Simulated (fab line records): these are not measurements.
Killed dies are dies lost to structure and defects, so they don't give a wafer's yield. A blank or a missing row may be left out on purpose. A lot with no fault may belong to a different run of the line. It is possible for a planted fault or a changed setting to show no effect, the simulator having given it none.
Which tool is to blame? / flow sky130 / 10 lots with 30 wafers sampled at 6 steps, on a route of 708 steps

## WHAT THE GAUGES SHOWED, per wafer
SKY_SD_N_OVL_MEAS_08. Usual: for SD_N_OVL the level is -0.1 nm and the standard deviation is 1.3.
lot=L687; measured=day 28 02:42; on=overlay-01; SD_N_OVL (nm)=-1.8 -1.2 -2.2; flag=
lot=L689; measured=day 28 17:23; on=overlay-01; SD_N_OVL (nm)=0.8 -2.6 -2.3; flag=
lot=L690; measured=day 29 05:08; on=overlay-02; SD_N_OVL (nm)=-1.3 -1.4 0.0; flag=
lot=L695; measured=day 30 22:40; on=overlay-02; SD_N_OVL (nm)=-1.2 -0.4 0.9; flag=
lot=L696; measured=day 31 04:24; on=overlay-02; SD_N_OVL (nm)=3.4 1.4 1.8; flag=
lot=L704; measured=day 33 18:40; on=overlay-02; SD_N_OVL (nm)=0.1 0.0 0.8; flag=
lot=L705; measured=day 34 02:08; on=overlay-01; SD_N_OVL (nm)=-0.4 0.6 1.0; flag=
lot=L707; measured=day 34 13:46; on=overlay-02; SD_N_OVL (nm)=-1.0 -1.4 -0.5; flag=
lot=L708; measured=day 34 20:43; on=overlay-01; SD_N_OVL (nm)=1.3 -2.0 -0.7; flag=
lot=L710; measured=day 35 17:34; on=overlay-01; SD_N_OVL (nm)=-2.7 -1.2 -0.6; flag=

SKY_LOCAL_INTERCONNECT_RS_MEAS_01: the measuring method here is four-point-probe. Usual: for LOCAL_INTERCONNECT_TIN_RS the level is 14.17 ohm/sq and the standard deviation is 0.18.
lot=L687; measured=day 29 09:56; on=film_metro-01; LOCAL_INTERCONNECT_TIN_RS (ohm/sq)=14.06 14.26 14.42; flag=
lot=L689; measured=day 29 23:49; on=film_metro-04; LOCAL_INTERCONNECT_TIN_RS (ohm/sq)=14.17 14.49 14.42; flag=
lot=L690; measured=day 30 12:13; on=film_metro-03; LOCAL_INTERCONNECT_TIN_RS (ohm/sq)=14.04 14.31 14.08; flag=
lot=L695; measured=day 32 05:06; on=film_metro-01; LOCAL_INTERCONNECT_TIN_RS (ohm/sq)=34.69 35.28 14.11; flag=OFF
lot=L696; measured=day 32 12:07; on=film_metro-04; LOCAL_INTERCONNECT_TIN_RS (ohm/sq)=14.41 36.57 35.51; flag=OFF
lot=L704; measured=day 35 00:25; on=film_metro-01; LOCAL_INTERCONNECT_TIN_RS (ohm/sq)=14.27 14.04 13.95; flag=
lot=L705; measured=day 35 07:52; on=film_metro-04; LOCAL_INTERCONNECT_TIN_RS (ohm/sq)=14.21 14.04 14.34; flag=
lot=L707; measured=day 35 19:26; on=film_metro-04; LOCAL_INTERCONNECT_TIN_RS (ohm/sq)=14.33 14.32 14.27; flag=
lot=L708; measured=day 36 01:42; on=film_metro-04; LOCAL_INTERCONNECT_TIN_RS (ohm/sq)=14.37 14.21 14.28; flag=
lot=L710; measured=day 36 23:37; on=film_metro-04; LOCAL_INTERCONNECT_TIN_RS (ohm/sq)=14.31 14.03 13.99; flag=

SKY_LOCAL_INTERCONNECT_THK_MEAS_02: measures by xrf. Usual: for LOCAL_INTERCONNECT_TIN_THK the level is 98.9 nm and the standard deviation is 1.3.
lot=L687; measured=day 29 10:03; on=film_metro-01; LOCAL_INTERCONNECT_TIN_THK (nm)=100.0 97.4 97.0; flag=
lot=L689; measured=day 29 23:56; on=film_metro-04; LOCAL_INTERCONNECT_TIN_THK (nm)=98.7 97.3 97.2; flag=
lot=L690; measured=day 30 12:20; on=film_metro-03; LOCAL_INTERCONNECT_TIN_THK (nm)=98.8 98.3 98.8; flag=
lot=L695; measured=day 32 05:12; on=film_metro-01; LOCAL_INTERCONNECT_TIN_THK (nm)=43.0 42.2 99.1; flag=OFF
lot=L696; measured=day 32 12:14; on=film_metro-04; LOCAL_INTERCONNECT_TIN_THK (nm)=97.2 41.0 41.7; flag=OFF
lot=L704; measured=day 35 00:31; on=film_metro-01; LOCAL_INTERCONNECT_TIN_THK (nm)=98.0 99.9 100.5; flag=
lot=L705; measured=day 35 07:59; on=film_metro-04; LOCAL_INTERCONNECT_TIN_THK (nm)=98.4 99.9 97.7; flag=
lot=L707; measured=day 35 19:34; on=film_metro-04; LOCAL_INTERCONNECT_TIN_THK (nm)=98.1 97.8 97.9; flag=
lot=L708; measured=day 36 01:49; on=film_metro-04; LOCAL_INTERCONNECT_TIN_THK (nm)=97.5 98.5 98.0; flag=
lot=L710; measured=day 36 23:43; on=film_metro-04; LOCAL_INTERCONNECT_TIN_THK (nm)=97.8 100.3 100.1; flag=

## WHICH TOOL RAN EACH LOT (tool, then ch and the chambers of the sampled wafers, then the start)
lot=L687; SKY_POLY_CUT_ETCH_11=rie_diel-02 ch 1,2, day 24 10:04; SKY_LI_CONTACT_CMP_02=cmp-01 ch 0,1, day 28 04:01; SKY_LOCAL_INTERCONNECT_SPUTTER_00=pvd_sputter-02, day 29 09:52
lot=L689; SKY_POLY_CUT_ETCH_11=rie_diel-03 ch 0,2,3, day 25 01:55; SKY_LI_CONTACT_CMP_02=cmp-02 ch 0,2,3, day 28 18:45; SKY_LOCAL_INTERCONNECT_SPUTTER_00=pvd_sputter-03, day 29 23:46
lot=L690; SKY_POLY_CUT_ETCH_11=rie_diel-02 ch 1,2, day 25 13:26; SKY_LI_CONTACT_CMP_02=cmp-02 ch 0,2,3, day 29 06:24; SKY_LOCAL_INTERCONNECT_SPUTTER_00=pvd_sputter-03, day 30 12:10
lot=L695; SKY_POLY_CUT_ETCH_11=rie_diel-01 ch 0,3, day 27 09:23; SKY_LI_CONTACT_CMP_02=cmp-01 ch 0,3, day 31 00:02; SKY_LOCAL_INTERCONNECT_SPUTTER_00=pvd_sputter-03, day 32 04:59
lot=L696; SKY_POLY_CUT_ETCH_11=rie_diel-02 ch 0,2,3, day 27 15:10; SKY_LI_CONTACT_CMP_02=cmp-02 ch 1,2,3, day 31 05:40; SKY_LOCAL_INTERCONNECT_SPUTTER_00=pvd_sputter-03, day 32 12:02
lot=L704; SKY_POLY_CUT_ETCH_11=rie_diel-02 ch 0,1,3, day 30 09:05; SKY_LI_CONTACT_CMP_02=cmp-02 ch 0,2,3, day 33 20:01; SKY_LOCAL_INTERCONNECT_SPUTTER_00=pvd_sputter-04, day 35 00:17
lot=L705; SKY_POLY_CUT_ETCH_11=rie_diel-03 ch 0,1,3, day 30 17:23; SKY_LI_CONTACT_CMP_02=cmp-02 ch 0,2, day 34 03:24; SKY_LOCAL_INTERCONNECT_SPUTTER_00=pvd_sputter-03, day 35 07:49
lot=L707; SKY_POLY_CUT_ETCH_11=rie_diel-03 ch 0,1, day 31 05:38; SKY_LI_CONTACT_CMP_02=cmp-01 ch 0,3, day 34 15:01; SKY_LOCAL_INTERCONNECT_SPUTTER_00=pvd_sputter-04, day 35 19:22
lot=L708; SKY_POLY_CUT_ETCH_11=rie_diel-02 ch 2,3, day 31 11:32; SKY_LI_CONTACT_CMP_02=cmp-02 ch 1,2, day 34 22:01; SKY_LOCAL_INTERCONNECT_SPUTTER_00=pvd_sputter-03, day 36 01:38
lot=L710; SKY_POLY_CUT_ETCH_11=rie_diel-02 ch 0,1,3, day 32 10:02; SKY_LI_CONTACT_CMP_02=cmp-02 ch 0,1,3, day 35 18:49; SKY_LOCAL_INTERCONNECT_SPUTTER_00=pvd_sputter-04, day 36 23:32
- SKY_POLY_CUT_ETCH_11: etches Si3N4 in CF4/CH2F2/Ar, stops on poly-Si, time 42.5 s, target depth 60 nm.
- SKY_LI_CONTACT_CMP_02: polishes PSG.
- SKY_LOCAL_INTERCONNECT_SPUTTER_00: material TiN, target thk 100 nm, time 83.3 s.

## AS READ BY THE TOOLS THEMSELVES (means over the sampled wafers that have a number; for cases with no such wafer, the mark the record gives instead)
SKY_POLY_CUT_ETCH_11. Usual: cf4_flow_sccm 40.01 sccm, standard deviation 0.12; drypump_motor_current_A 5.7 A, standard deviation 0.4; mfc_ar_sccm 150.0 sccm, standard deviation 0.42; oes_product_au 0.830 a.u., standard deviation 0.0061; throttle_valve_pct 14.994 %, standard deviation 0.0092.
lot=L687; tool=rie_diel-02; cf4_flow_sccm (sccm)=39.96; drypump_motor_current_A (A)=5.6; mfc_ar_sccm (sccm)=150.0; oes_product_au (a.u.)=0.828; throttle_valve_pct (%)=14.994; flag=
lot=L689; tool=rie_diel-03; cf4_flow_sccm (sccm)=39.99; drypump_motor_current_A (A)=5.5; mfc_ar_sccm (sccm)=149.8; oes_product_au (a.u.)=0.828; throttle_valve_pct (%)=14.988; flag=
lot=L690; tool=rie_diel-02; cf4_flow_sccm (sccm)=40.03; drypump_motor_current_A (A)=5.6; mfc_ar_sccm (sccm)=150.0; oes_product_au (a.u.)=0.824; throttle_valve_pct (%)=14.996; flag=
lot=L695; tool=rie_diel-01; cf4_flow_sccm (sccm)=40.02; drypump_motor_current_A (A)=5.6; mfc_ar_sccm (sccm)=150.1; oes_product_au (a.u.)=0.830; throttle_valve_pct (%)=14.999; flag=
lot=L696; tool=rie_diel-02; cf4_flow_sccm (sccm)=39.90; drypump_motor_current_A (A)=6.0; mfc_ar_sccm (sccm)=150.1; oes_product_au (a.u.)=0.828; throttle_valve_pct (%)=15.002; flag=
lot=L704; tool=rie_diel-02; cf4_flow_sccm (sccm)=39.96; drypump_motor_current_A (A)=6.0; mfc_ar_sccm (sccm)=150.4; oes_product_au (a.u.)=0.831; throttle_valve_pct (%)=14.998; flag=
lot=L705; tool=rie_diel-03; cf4_flow_sccm (sccm)=40.03; drypump_motor_current_A (A)=5.6; mfc_ar_sccm (sccm)=150.1; oes_product_au (a.u.)=0.824; throttle_valve_pct (%)=14.983; flag=
lot=L707; tool=rie_diel-03; cf4_flow_sccm (sccm)=40.01; drypump_motor_current_A (A)=5.5; mfc_ar_sccm (sccm)=150.3; oes_product_au (a.u.)=0.826; throttle_valve_pct (%)=14.985; flag=
lot=L708; tool=rie_diel-02; cf4_flow_sccm (sccm)=40.07; drypump_motor_current_A (A)=5.7; mfc_ar_sccm (sccm)=149.6; oes_product_au (a.u.)=0.834; throttle_valve_pct (%)=14.993; flag=
lot=L710; tool=rie_diel-02; cf4_flow_sccm (sccm)=39.98; drypump_motor_current_A (A)=5.9; mfc_ar_sccm (sccm)=150.2; oes_product_au (a.u.)=0.832; throttle_valve_pct (%)=14.988; flag=

SKY_LI_CONTACT_CMP_02. Usual: head_pressure_psi 4.000 psi, standard deviation 0.0087; motor_current_A 11.3 A, standard deviation 1.2; time_to_endpoint_s 33 s, standard deviation 3.7.
lot=L687; tool=cmp-01; head_pressure_psi (psi)=4.001; motor_current_A (A)=11.8; time_to_endpoint_s (s)=38; flag=
lot=L689; tool=cmp-02; head_pressure_psi (psi)=3.999; motor_current_A (A)=11.1; time_to_endpoint_s (s)=31; flag=
lot=L690; tool=cmp-02; head_pressure_psi (psi)=4.001; motor_current_A (A)=11.1; time_to_endpoint_s (s)=34; flag=
lot=L695; tool=cmp-01; head_pressure_psi (psi)=4.006; motor_current_A (A)=11.3; time_to_endpoint_s (s)=36; flag=
lot=L696; tool=cmp-02; head_pressure_psi (psi)=3.994; motor_current_A (A)=11.5; time_to_endpoint_s (s)=36; flag=
lot=L704; tool=cmp-02; head_pressure_psi (psi)=3.998; motor_current_A (A)=11.0; time_to_endpoint_s (s)=30; flag=
lot=L705; tool=cmp-02; head_pressure_psi (psi)=4.006; motor_current_A (A)=9.8; time_to_endpoint_s (s)=35; flag=
lot=L707; tool=cmp-01; head_pressure_psi (psi)=3.998; motor_current_A (A)=11.6; time_to_endpoint_s (s)=37; flag=
lot=L708; tool=cmp-02; head_pressure_psi (psi)=3.999; motor_current_A (A)=10.4; time_to_endpoint_s (s)=31; flag=
lot=L710; tool=cmp-02; head_pressure_psi (psi)=3.989; motor_current_A (A)=10.9; time_to_endpoint_s (s)=33; flag=

SKY_LOCAL_INTERCONNECT_SPUTTER_00. Usual: substrate_temp_c 299.99 C, standard deviation 0.19; throttle_valve_pct 30.2 %, standard deviation 0.91.
lot=L687; tool=pvd_sputter-02; substrate_temp_c (C)=300.10; throttle_valve_pct (%)=29.3; flag=
lot=L689; tool=pvd_sputter-03; substrate_temp_c (C)=299.89; throttle_valve_pct (%)=29.9; flag=
lot=L690; tool=pvd_sputter-03; substrate_temp_c (C)=300.11; throttle_valve_pct (%)=30.6; flag=
lot=L695; tool=pvd_sputter-03; substrate_temp_c (C)=300.07; throttle_valve_pct (%)=30.6; flag=
lot=L696; tool=pvd_sputter-03; substrate_temp_c (C)=300.21; throttle_valve_pct (%)=30.6; flag=
lot=L704; tool=pvd_sputter-04; substrate_temp_c (C)=300.19; throttle_valve_pct (%)=30.3; flag=
lot=L705; tool=pvd_sputter-03; substrate_temp_c (C)=300.00; throttle_valve_pct (%)=30.4; flag=
lot=L707; tool=pvd_sputter-04; substrate_temp_c (C)=299.87; throttle_valve_pct (%)=31.0; flag=
lot=L708; tool=pvd_sputter-03; substrate_temp_c (C)=300.15; throttle_valve_pct (%)=29.8; flag=
lot=L710; tool=pvd_sputter-04; substrate_temp_c (C)=299.98; throttle_valve_pct (%)=30.4; flag=

## THE ANSWER, worked out from the rows above alone
Rule: lot off if the mean of its wafers having a number is beyond 3 standard deviations from the usual mean. Also off: a lot with no number at a reading for which 4 or more lots have one. The other lots that the step has rows for count as sound. First the gauges in route order, then the tools' own readings, where a lot's mean is used as printed above. At the first step where some lot is off, the reading lying furthest off is the one used; lots without a number count as furthest.
Off: L695, L696, at SKY_LOCAL_INTERCONNECT_RS_MEAS_01 (LOCAL_INTERCONNECT_TIN_RS).
If a tool, at a process step before that reading, ran all the lots that are off and no sound lot after the first of them, it fits. Gauges at SKY_LOCAL_INTERCONNECT_RS_MEAS_01: tried the same way as those tools. None of those tried fits.

## WHAT THE SIMULATOR HAD INSERTED
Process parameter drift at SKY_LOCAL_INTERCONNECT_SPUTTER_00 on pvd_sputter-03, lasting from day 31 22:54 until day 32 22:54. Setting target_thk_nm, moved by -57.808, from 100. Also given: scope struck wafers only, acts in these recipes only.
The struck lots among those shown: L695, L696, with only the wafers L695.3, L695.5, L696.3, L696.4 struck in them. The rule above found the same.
